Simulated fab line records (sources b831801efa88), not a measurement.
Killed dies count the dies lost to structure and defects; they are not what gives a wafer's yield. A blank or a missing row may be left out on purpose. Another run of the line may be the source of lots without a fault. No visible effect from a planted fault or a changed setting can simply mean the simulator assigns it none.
Matching of chambers | flow gf180mcu | pecvd-03 running GF_V2_CVD_02: 3 sister chambers
The step deposits SiO2 from TEOS, target thk 850 nm, time 94.851 s. 6 wafers are shown with their chamber, then 8 later ones without.

== WAFERS PAIRED WITH THEIR CHAMBERS ==
wafer  | chamber | heater power w (W)
L083.4 | 1       | 589
L083.5 | 0       | 580
L085.2 | 2       | 634
L085.4 | 0       | 477
L085.5 | 2       | 653
L089.3 | 1       | 605

== WAFERS WHOSE CHAMBER IS MISSING ==
wafer  | heater power w (W)
L089.4 | 586
L089.6 | 654
L090.1 | 680
L090.2 | 540
L090.3 | 624
L095.1 | 716
L095.3 | 624
L095.5 | 652

== WHICH CHAMBER EACH WENT THROUGH ==
wafer  | from the rows above          | in truth
L089.4 | can't be placed: 1 or 0 or 2 | 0
L089.6 | can't be placed: 2 or 1      | 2
L090.1 | can't be placed: 2 or 1      | 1
L090.2 | can't be placed: 0 or 1      | 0
L090.3 | can't be placed: 2 or 1 or 0 | 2
L095.1 | can't be placed: 2 or 1      | 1
L095.3 | can't be placed: 2 or 1 or 0 | 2
L095.5 | can't be placed: 2 or 1      | 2
Correctly placed: 0 of 8. Unplaceable from these rows: 8, with the true chamber sitting among the candidates in 8. Wrongly placed: 0.
How it was worked out, from the rows above alone: a wafer's distance from a chamber is the root of the sum, over the readings, of the square of ((its reading less the chamber's mean) divided by the reading's scatter). The wafer belongs to the nearest chamber; if the next one is less than 2 further off, it can't be placed. For every chamber, the mean is computed from those of its wafers that are shown. The scatter: the root of (the sum of the squares of (reading less its chamber's mean) over the shown wafers, divided by (wafers less chambers)).
